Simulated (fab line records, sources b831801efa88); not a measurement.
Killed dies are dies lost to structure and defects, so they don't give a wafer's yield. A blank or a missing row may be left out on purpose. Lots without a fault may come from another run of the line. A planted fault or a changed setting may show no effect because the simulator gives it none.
A struck lot beside a sound one | flow sky130 | 19 steps out of a route of 708
Sound: wafers L422.3, L422.4, L422.5. Struck: wafers L428.4, L428.5, L428.6. The cause comes at the end.
At each step with rows: each side's tool, then ch and its chambers, then its first start. Under that, the readings that differ: sound wafers | struck wafers | difference of the means | sigmas: that difference in standard deviations of wafers without a fault.
alike: readings whose means differ by less than 2 such deviations, and words and numbers that are the same on both sides. not compared: withheld readings, readings that some wafer has no value for, bounds like >300 that may hide the same value, and numbers for which the record gives no deviation and whose values overlap.
The two part at a step that has a row with sigmas, a row that says differs or no value, or rows on one side only. Numbers that don't overlap but have no deviation are shown without sigmas and don't part them. A reading that every wafer of one side lacks parts them only if that side has two wafers or more.

first, 1 step without rows for these wafers: SKY_RES_XHIGH_IMPLANT_07.
SKY_RES_XHIGH_STRIP_08: strips in O2/N2.
  sound on plasma_asher-02 ch 0,1, day 29 14:26; struck on plasma_asher-03 ch 0,1, day 30 18:26
  alike: drypump_motor_current_A, oes_product_au, strip_time_to_endpoint_s
  not compared: rf_hours_counter_h
SKY_RES_XHIGH_TW_MEAS_09:
  sound on film_metro-02, day 29 14:32; struck on film_metro-02, day 30 18:32
  alike: RES_XHIGH_TW
then, 7 steps without rows for these wafers: SKY_SD_N_DEHYDRATE_00 (time 60 s); SKY_SD_N_HMDS_01 (prime time 60 s); SKY_SD_N_COAT_02 (resist thk 1140 nm); SKY_SD_N_SOFTBAKE_03 (time 60 s); SKY_SD_N_EXPOSE_04 (exposes mask NSDM, target cd 380 nm); SKY_SD_N_PEB_05; SKY_SD_N_DEVELOP_06 (develop time 60 s).
SKY_SD_N_CD_MEAS_07: target cd 380 nm.
  sound on cd_sem-02, day 30 18:00; struck on cd_sem-01, day 31 20:43
  alike: cd_nm
SKY_SD_N_OVL_MEAS_08:
  sound on overlay-01, day 30 18:05; struck on overlay-01, day 31 20:48
  alike: SD_N_OVL
SKY_SD_N_IMPLANT_09:
  sound on implanter-02 ch 0, day 30 18:10; struck on implanter-02, day 31 20:53
  no value came back on the struck wafers for beam_energy_keV, beam_on_s (s); on the sound wafers beam_energy_keV reads 49.999 50.002 49.994
then, 1 step without rows for these wafers: SKY_SD_N_IMPLANT_10.
SKY_SD_N_STRIP_11: strips in O2/N2.
  sound on plasma_asher-04 ch 0,1, day 30 18:27; struck on plasma_asher-04 ch 0,1, day 31 21:09
  reading                      | sound             | struck            | difference | sigmas
  oes_product_au (a.u.)        | 0.518 0.526 0.527 | 0.724 0.719 0.715 | +0.196     | +42
  strip_time_to_endpoint_s (s) | 22.60 22.56 22.60 | 14.15 14.19 14.19 | -8.41      | -99 or more
  alike: drypump_motor_current_A
  not compared: rf_hours_counter_h
SKY_SD_N_TW_MEAS_12:
  sound on film_metro-01, day 30 18:32; struck on film_metro-04, day 31 21:15
  reading | sound          | struck         | difference | sigmas
  SD_N_TW | 3995 3990 3974 | 1395 1387 1386 | -2597      | -99 or more
then, 1 step without rows for these wafers: SKY_SD_N_CLEAN_13 (cleans in SC1/SC2, time 150 s).
SKY_SD_N_RTA_14: time 2 s.
  sound on rtp_anneal-02 ch 0, day 30 18:39; struck on rtp_anneal-01 ch 0, day 31 21:22
  alike: lamp_power_pct, wafer_temp_C_max
SKY_SD_N_RS_MEAS_16: measures by four-point-probe.
  sound on film_metro-04, day 30 18:50; struck on film_metro-02, day 31 21:34
  reading          | sound             | struck               | difference | sigmas
  SD_N_RS (ohm/sq) | 68.53 68.34 68.37 | 439.72 440.35 440.43 | +371.75    | +99 or more

WHERE THEY PART
First at SKY_SD_N_IMPLANT_09; last, within this record, at SKY_SD_N_RS_MEAS_16.

WHY: what the simulator had put in
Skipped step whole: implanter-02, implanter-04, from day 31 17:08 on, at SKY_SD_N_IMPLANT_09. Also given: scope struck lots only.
